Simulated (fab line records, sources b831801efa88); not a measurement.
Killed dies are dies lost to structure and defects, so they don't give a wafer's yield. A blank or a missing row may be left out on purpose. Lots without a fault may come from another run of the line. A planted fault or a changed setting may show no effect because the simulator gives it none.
fab line records | flow gf180mcu
record lots=12 wafers=36 last_day=34
route steps=602 shown MVSD@76 MVPSD@88 VT_IMPLANT@97 SALICIDE@282 V1@350
lots that met no fault: from a run of the same line without faults
start_h: hours from the record's first day to the start of the lot's first wafer shown | wait_h: hours since the lot's step before | " the same as in the row above | L1.1+2: a row that stands for several wafers | - no value, or no start given | * or withheld: withheld | < > ~ a bound
route shown NAME@n: a module of which the file shows steps, and the number in the route of the first | usual: mean/standard deviation of fault-free wafers | same: alike in all rows | chamber/n: place in a boat | sites: the reading at each site | _std_site: their standard deviation | _edge_site: outer sites' mean less inner sites' | radius_mm: how far each site lies from the wafer's centre | mask NAME#n: copy n | behind: the tool/chamber that last shaped the wafer | hold: why the lot was held/for how many hours/how that ended | device: the transistor (n, p or np) that didn't switch | end of line: the same wafers' tests at the end of the route | a step without rows: its recipe alone | killed: dies lost to structure and defects at the first sort, not the wafer's yield | map: a wafer's dies, x killed, . not, _ none there
set.NAME: the setting as run; set.NAME@STEP: as run at that earlier step | model.NAME: the simulator's own value behind a step, which no gauge read
steps of the route over a sample of lots; a table a step, a row a wafer
services: from which hour (start_h, from the record's first day; less than 0 if before it) a tool's chamber was out of use, for how many hours, and why
## steps
# step GF_MVSD_STRIP_10
# recipe chemistry=O2/N2 power_w=1400 pressure_mtorr=1500 platen_temp_c=250 o2_flow_sccm=3000 n2_flow_sccm=300 overash_fraction=0.5
# usual drypump_motor_current_A=5.69/0.25 heater_power_w=331/36 n2_flow_sccm=300.1/0.93 oes_product_au=0.724/0.0045 strip_time_to_endpoint_s=36.93/0.1
# columns lot.wafer tool chamber start_h wait_h drypump_motor_current_A heater_power_w n2_flow_sccm oes_product_au rf_hours_counter_h strip_time_to_endpoint_s
L859.1 plasma_asher-01 1 84.73 0.1 5.51 303 299.3 0.723 44 36.98
L859.2 " 0 " " 5.79 385 299.8 0.730 44 37.02
L859.3 " 0 " " 5.78 383 299.6 0.722 - 36.98
L863.2 plasma_asher-01 0 114.68 0.1 5.81 372 300.2 0.722 47 36.63
L863.4 " 0 " " 5.79 378 300.4 0.726 - 36.75
L863.6 " 1 " " 5.50 296 299.6 0.725 - 36.81
L866.2 plasma_asher-04 0 132.58 0.1 5.83 329 299.5 0.967 2 -
L866.5 " 1 " " 5.49 320 298.0 0.965 - -
L866.6 " 0 " " 5.80 327 300.9 0.961 - -
L872.1 plasma_asher-01 1 159.86 0.1 5.48 299 299.1 0.723 52 36.94
L872.2 " 0 " " 5.79 380 300.9 0.724 52 36.88
L872.6 " 1 " " 5.48 304 300.4 0.723 - 36.90
L873.2 plasma_asher-01 0 163.98 0.1 5.76 383 298.8 0.719 52 36.90
L873.4 " 1 " " 5.53 299 300.3 0.721 - 37.01
L873.5 " 0 " " 5.77 392 298.8 0.730 - 36.93
L874.1 plasma_asher-03 0 169.83 0.1 6.20 302 299.9 0.728 34 36.94
L874.2 " 1 " " 5.45 327 298.5 0.725 34 37.01
L874.3 " 0 " " 6.18 293 300.3 0.727 - 36.90
L875.4 plasma_asher-03 1 175.41 0.1 5.47 324 300.1 0.725 - 36.83
L875.5 " 1 " " 5.47 326 302.6 0.731 - 36.86
L875.6 " 0 " " 6.16 298 299.6 0.716 - 36.87
L876.4 plasma_asher-04 0 181.71 0.1 5.80 337 301.8 0.733 - 36.95
L876.5 " 0 " " 5.80 336 298.8 0.715 - 36.92
L876.6 " 1 " " 5.50 319 300.6 0.728 - 36.92
L878.1 plasma_asher-01 1 194.66 0.1 5.47 297 300.5 0.722 56 36.96
L878.4 " 0 " " 5.79 381 299.2 0.725 - 36.95
L878.5 " 0 " " 5.80 388 300.0 0.724 - 36.96
L879.1 plasma_asher-01 1 199.01 0.1 5.46 306 300.9 0.723 56 36.93
L879.2 " 0 " " 5.78 376 301.6 0.725 56 37.01
L879.6 " 0 " " 5.75 384 299.8 0.732 - 36.99
L880.1 plasma_asher-03 1 204.23 0.1 5.44 321 300.5 0.721 38 36.84
L880.5 " 0 " " 6.18 291 301.8 0.721 - 36.93
L880.6 " 1 " " 5.46 324 300.1 0.717 - 36.88
L882.2 plasma_asher-01 1 216.96 0.1 5.48 299 298.7 0.723 58 36.90
L882.3 " 1 " " 5.46 294 298.4 0.733 - 36.85
L882.5 " 0 " " 5.79 381 301.0 0.721 - 36.91
# step GF_MVPSD_STRIP_10
# recipe chemistry=O2/N2 power_w=1400 pressure_mtorr=1500 platen_temp_c=250 o2_flow_sccm=3000 n2_flow_sccm=300 overash_fraction=0.5
# usual drypump_motor_current_A=5.70/0.25 heater_power_w=332/27 n2_flow_sccm=300.1/0.81 oes_product_au=0.723/0.0048 strip_time_to_endpoint_s=36.95/0.099
# columns lot.wafer tool chamber start_h wait_h drypump_motor_current_A heater_power_w n2_flow_sccm oes_product_au rf_hours_counter_h strip_time_to_endpoint_s
L859.1 plasma_asher-04 0 98.83 0.1 5.80 347 299.4 0.728 46 36.88
L859.2 " 1 " " 5.49 298 299.5 0.727 46 36.98
L859.3 " 1 " " 5.48 293 299.7 0.723 - 36.84
L863.2 plasma_asher-02 1 129.60 0.1 5.47 333 299.1 0.731 47 36.90
L863.4 " 0 " " 6.21 334 300.3 0.725 - 36.85
L863.6 " 1 " " 5.49 334 300.9 0.720 - 37.00
L866.2 plasma_asher-04 0 148.61 0.1 5.80 337 299.8 0.724 4 38.73
L866.5 " 1 " " 5.47 320 299.2 0.719 - 38.73
L866.6 " 0 " " 5.81 335 299.8 0.716 - 38.64
L872.1 plasma_asher-04 0 176.55 0.1 5.79 337 300.8 0.728 6 37.02
L872.2 " 1 " " 5.51 315 300.7 0.729 6 36.78
L872.6 " 0 " " 5.80 324 299.9 0.725 - 36.86
L873.2 plasma_asher-02 0 180.80 0.1 6.26 332 299.7 0.726 51 36.84
L873.4 " 1 " " 5.45 323 299.2 0.728 - 37.00
L873.5 " 0 " " 6.25 337 299.1 0.724 - 36.81
L874.1 plasma_asher-04 0 186.78 0.1 5.79 340 301.4 0.720 8 36.81
L874.2 " 1 " " 5.49 320 299.7 0.727 8 36.87
L874.3 " 0 " " 5.80 335 300.0 0.729 - 37.00
L875.4 plasma_asher-04 0 191.91 0.1 5.82 333 300.0 0.719 - 37.01
L875.5 " 1 " " 5.49 317 300.6 0.720 - 36.94
L875.6 " 0 " " 5.81 333 300.3 0.725 - 36.97
L876.4 plasma_asher-01 1 198.69 0.1 5.48 306 299.3 0.718 - 37.17
L876.5 " 0 " " 5.78 393 301.5 0.721 - 37.09
L876.6 " 1 " " 5.50 305 300.7 0.721 - 37.17
L878.1 plasma_asher-04 1 211.90 0.1 5.48 322 299.9 0.723 11 37.12
L878.4 " 1 " " 5.51 325 300.2 0.723 - 37.03
L878.5 " 1 " " 5.47 321 300.4 0.732 - 36.94
L879.1 plasma_asher-04 1 217.31 0.1 5.53 311 300.5 0.718 11 36.94
L879.2 " 0 " " 5.82 332 300.2 0.720 11 36.94
L879.6 " 0 " " 5.81 339 299.6 0.716 - 36.92
L880.1 plasma_asher-01 0 222.04 0.1 5.82 385 300.9 0.730 58 36.95
L880.5 " 0 " " 5.81 382 300.6 0.723 - 37.01
L880.6 " 1 " " 5.46 298 299.0 0.729 - 37.01
L882.2 plasma_asher-02 1 236.09 0.1 5.45 327 299.3 0.725 56 36.99
L882.3 " 0 " " 6.27 325 300.5 0.723 - 37.06
L882.5 " 0 " " 6.28 325 300.4 0.724 - 37.08
# step GF_VT_IMPLANT_OVL_MEAS_07
# usual VT_IMPLANT_OVL=0.1/0.94
# columns lot.wafer tool chamber start_h wait_h VT_IMPLANT_OVL[nm]
L859.1 overlay-01 - 113.09 0.1 0.2
L859.2 " - " " -0.4
L859.3 " - " " 0.0
L863.2 overlay-02 - 144.55 0.1 0.3
L863.4 " - " " 0.6
L863.6 " - " " 1.4
L866.2 overlay-01 - 164.07 0.1 0.3
L866.5 " - " " -0.5
L866.6 " - " " 0.0
L872.1 overlay-02 - 192.86 0.1 0.2
L872.2 " - " " -0.3
L872.6 " - " " 0.4
L873.2 overlay-01 - 198.22 0.1 -1.4
L873.4 " - " " -0.8
L873.5 " - " " -0.5
L874.1 overlay-01 - 203.24 0.1 -0.1
L874.2 " - " " 0.4
L874.3 " - " " 1.5
L875.4 overlay-01 - 208.78 0.1 0.2
L875.5 " - " " 0.7
L875.6 " - " " -0.5
L876.4 overlay-01 - 216.33 0.1 -0.5
L876.5 " - " " -0.6
L876.6 " - " " -2.0
L878.1 overlay-01 - 229.41 0.1 -0.9
L878.4 " - " " -0.8
L878.5 " - " " -0.4
L879.1 overlay-01 - 235.54 0.1 1.7
L879.2 " - " " 0.5
L879.6 " - " " 0.9
L880.1 overlay-01 - 240.34 0.1 0.9
L880.5 " - " " 1.7
L880.6 " - " " 1.0
L882.2 overlay-02 - 254.71 0.1 2.1
L882.3 " - " " 1.9
L882.5 " - " " 0.6
# step GF_SALICIDE_RS_MEAS_04
# recipe thk_meas_gauge=four-point-probe reads=TiN_of_SALICIDE_SPUTTER_03+Co_of_SALICIDE_SPUTTER_02
# usual SALICIDE_TIN_RS=16.61/0.27
# columns lot.wafer tool chamber start_h wait_h SALICIDE_TIN_RS[ohm/sq]
L859.1 film_metro-01 - 323.64 0.0 16.49
L859.2 " - " " 16.75
L859.3 " - " " 16.33
L863.2 film_metro-02 - 367.91 0.0 16.62
L863.4 " - " " 16.95
L863.6 " - " " 16.29
L866.2 film_metro-01 - 397.91 0.0 16.44
L866.5 " - " " 16.86
L866.6 " - " " 16.84
L872.1 film_metro-04 - 446.72 0.0 16.31
L872.2 " - " " 16.00
L872.6 " - " " 16.34
L873.2 film_metro-04 - 448.26 0.0 16.45
L873.4 " - " " 16.81
L873.5 " - " " 16.74
L874.1 film_metro-02 - 456.55 0.0 16.95
L874.2 " - " " 16.93
L874.3 " - " " 16.70
L875.4 film_metro-01 - 462.98 0.1 16.28
L875.5 " - " " 16.35
L875.6 " - " " 16.24
L876.4 film_metro-02 - 476.23 0.1 16.74
L876.5 " - " " 16.49
L876.6 " - " " 16.36
L878.1 film_metro-04 - 491.78 0.0 16.35
L878.4 " - " " 16.30
L878.5 " - " " 16.61
L880.1 film_metro-02 - 504.64 0.0 16.69
L880.5 " - " " 16.79
L880.6 " - " " 16.70
L879.1 film_metro-01 - 505.22 0.0 16.37
L879.2 " - " " 16.42
L879.6 " - " " 16.78
L882.2 film_metro-02 - 524.56 0.0 16.39
L882.3 " - " " 16.87
L882.5 " - " " 16.89
# step GF_V1_OVL_MEAS_15
# usual V1_OVL=1/4.9
# columns lot.wafer tool chamber start_h wait_h V1_OVL[nm]
L859.1 overlay-01 - 394.29 0.1 -2
L859.2 " - " " 1
L859.3 " - " " -5
L863.2 overlay-01 - 441.80 0.1 0
L863.4 " - " " 4
L863.6 " - " " -4
L866.2 overlay-02 - 472.28 0.1 2
L866.5 " - " " 2
L866.6 " - " " 0
L872.1 overlay-02 - 521.56 0.1 -7
L872.2 " - " " -10
L872.6 " - " " -7
L873.2 overlay-01 - 523.13 0.1 2
L873.4 " - " " -2
L873.5 " - " " -2
L874.1 overlay-02 - 533.54 0.1 4
L874.2 " - " " 1
L874.3 " - " " 2
L875.4 overlay-01 - 539.04 0.1 5
L875.5 " - " " 4
L875.6 " - " " 0
L876.4 overlay-01 - 551.88 0.1 8
L876.5 " - " " 1
L876.6 " - " " 6
L878.1 overlay-01 - 564.46 0.1 -10
L878.4 " - " " 0
L878.5 " - " " 1
L880.1 overlay-02 - 577.61 0.1 -3
L880.5 " - " " 3
L880.6 " - " " -2
L879.1 overlay-02 - 579.72 0.1 4
L879.2 " - " " 7
L879.6 " - " " 11
L882.2 overlay-01 - 596.59 0.1 5
L882.3 " - " " 1
L882.5 " - " " 8
## services
# columns tool chamber start_h hours kind
plasma_asher-02 - 83.74 0.8 repair
plasma_asher-03 - 93.81 5.3 repair
plasma_asher-04 - 96.01 2.8 pm
plasma_asher-04 - 108.75 9.0 pm
plasma_asher-04 0 108.75 9.0 vent_cycle
plasma_asher-04 1 108.75 9.0 vent_cycle
plasma_asher-04 0 117.75 - clean
plasma_asher-04 1 117.75 - clean
plasma_asher-01 - 121.49 13.7 repair
plasma_asher-02 - 135.14 14.6 pm
plasma_asher-04 - 157.97 3.4 repair
plasma_asher-02 - 189.21 3.8 repair
plasma_asher-02 - 195.15 5.9 repair
plasma_asher-02 - 218.33 1.9 repair
## key
first_sign step=GF_MVSD_STRIP_10 reading=oes_product_au direction=up sigmas=53 usual=0.724 struck=0.964
effect step=GF_MVPSD_STRIP_10 reading=strip_time_to_endpoint_s direction=up sigmas=18 usual=* struck=*
met_at GF_MVSD_STRIP_10
struck_lots L866
tester_left_out L866
not_acting_at GF_VT_IMPLANT_OVL_MEAS_07,GF_SALICIDE_RS_MEAS_04,GF_V1_OVL_MEAS_15
fault kind=strip_aborted tool=plasma_asher-04 chamber=- onset_h=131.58 steps=GF_MVSD_STRIP_10 offset=0.36385 end_h=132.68
# tester_left_out: of these lots the tester's yield and bins aren't shown, on N5 and GAA mostly nor the transistor test; their killed dies are dies lost to structure and defects alone, not to doping, threshold or leakage, so they don't give the yield
